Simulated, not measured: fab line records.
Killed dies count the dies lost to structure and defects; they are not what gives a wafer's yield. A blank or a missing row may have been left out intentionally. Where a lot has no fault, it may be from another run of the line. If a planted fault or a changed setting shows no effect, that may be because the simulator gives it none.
A lot that was struck, set against a sound lot | flow gf180mcu | 18 out of 602 route steps
Sound: the wafers L903.3, L903.5, L903.6. Struck: wafers L894.1, L894.3, L894.5. The cause comes at the end.
At each step with rows: each side's tool, then ch and its chambers, then its first start. Under that, the readings that differ: sound wafers | struck wafers | difference of the means | sigmas: that difference in standard deviations of wafers without a fault.
alike: readings whose means differ by less than 2 such deviations, and words and numbers that are the same on both sides. not compared: withheld readings, readings that some wafer has no value for, bounds like >300 that may hide the same value, and numbers for which the record gives no deviation and whose values overlap.
The two part at a step that has a row with sigmas, a row that says differs or no value, or rows on one side only. Numbers that don't overlap but have no deviation are shown without sigmas and don't part them. A reading that every wafer of one side lacks parts them only if that side has two wafers or more.

first, 3 steps without rows for these wafers: GF_V3_EXPOSE_11 (exposes mask Via3, target cd 260 nm); GF_V3_PEB_12 (peb time 90 s); GF_V3_DEVELOP_13 (develop time 60 s).
GF_V3_CD_MEAS_14: the cd target is 260 nm.
  sound on cd sem-02, day 28 14:51; struck on cd sem-01, day 26 05:13
  alike: cd nm
GF_V3_OVL_MEAS_15:
  sound on overlay-01, day 28 14:56; struck on overlay-01, day 26 05:20
  alike: V3_OVL
GF_V3_ETCH_16: etches BARC in N2/H2.
  sound on rie diel-03 ch 0,3, day 28 14:58; struck on rie diel-02 ch 1,3, day 26 05:22
  alike: drypump motor current A, h2 flow sccm, oes product au, rf fwd power W, throttle valve pct
GF_V3_ETCH_17: etches SiO2 in C4F8/O2/Ar, stops on TiN, target depth 635 nm.
  sound on rie diel-03 ch 0,3; struck on rie diel-02 ch 1,3
  alike: oes product au, rf fwd power W
GF_V3_STRIP_18: strips in O2/N2.
  sound on plasma asher-03 ch 0,1, day 28 15:07; struck on plasma asher-02 ch 0,1, day 26 05:29
  alike: drypump motor current A, heater power w, oes product au
  not compared: rf hours counter h
then, 2 steps without rows for these wafers: GF_V3_STRIP_19 (strips in post etch residue remover, time 1200 s); GF_V3_CLEAN_20 (cleans in DIW).
GF_V3_SPUTTER_21: material Ti, target thk 15 nm, time 80.02 s.
  sound on pvd sputter-04, day 28 15:38; struck on pvd sputter-01, day 26 06:02
  alike: cathode dc power W, throttle valve pct
then, 1 step without rows for these wafers: GF_V3_SPUTTER_22 (material TiN, target thk 10 nm, time 40 s).
GF_V3_CVD_23: deposits W, target thk 350 nm, time 104.9 s.
  sound on cvd w-01 ch 0,1, day 28 15:46; struck on cvd w-01 ch 0, day 26 06:08
  reading                          | sound                | struck               | difference | sigmas
  heater power outer w (W)         | 466 621 461          | 642 663 663          | +140       | +2
  heater power w (W)               | 744 1006 719         | 1065 1048 1089       | +244       | +2
  susceptor temp C (C)             | 400.04 399.56 400.23 | 406.27 406.18 406.32 | +6.31      | +30
  model.W_of_V3_CVD_23.thk nm (nm) | 346.9 345.9 344.7    | 397.7 387.4 396.1    | +47.9      |
GF_V3_RS_MEAS_24: a four-point-probe measurement.
  sound on film metro-04, day 28 15:53; struck on film metro-04, day 26 06:15
  reading          | sound             | struck            | difference | sigmas
  V3_W_RS (ohm/sq) | 0.331 0.331 0.333 | 0.288 0.296 0.289 | -0.041     | -12
GF_V3_THK_MEAS_25: measures by xrf.
  sound on film metro-04, day 28 15:59; struck on film metro-04, day 26 06:22
  reading       | sound       | struck      | difference | sigmas
  V3_W_THK (nm) | 344 343 343 | 396 384 394 | +48        | +7
GF_V3_CMP_26: polishes, stops on SiO2, t overpolish 15 s, target thk 0 nm.
  sound on cmp-02 ch 0,2,3, day 28 16:17; struck on cmp-02 ch 1,2,3, day 26 06:32
  reading                | sound    | struck    | difference | sigmas
  time to endpoint s (s) | 85 90 85 | 95 95 101 | +10        | +3
  alike: motor current A
GF_M4_SPUTTER_00: material Ti, target thk 37.5 nm, time 150 s.
  sound on pvd sputter-04, day 28 16:26; struck on pvd sputter-04, day 26 06:44
  reading                | sound          | struck         | difference | sigmas
  throttle valve pct (%) | 31.6 31.6 29.3 | 28.2 29.6 27.8 | -2.3       | -2
  alike: cathode dc power W
GF_PASSIVATION_PROBE_99:
  sound wafers here have rows in the record (prober-01, day 34 00:41); struck ones have none

## WHERE THEY PART
Earliest at GF_V3_CVD_23; latest, in this record, at GF_PASSIVATION_PROBE_99.

WHY: what the simulator had put in
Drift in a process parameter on cvd w-01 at GF_V3_CVD_23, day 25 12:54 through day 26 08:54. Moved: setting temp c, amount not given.
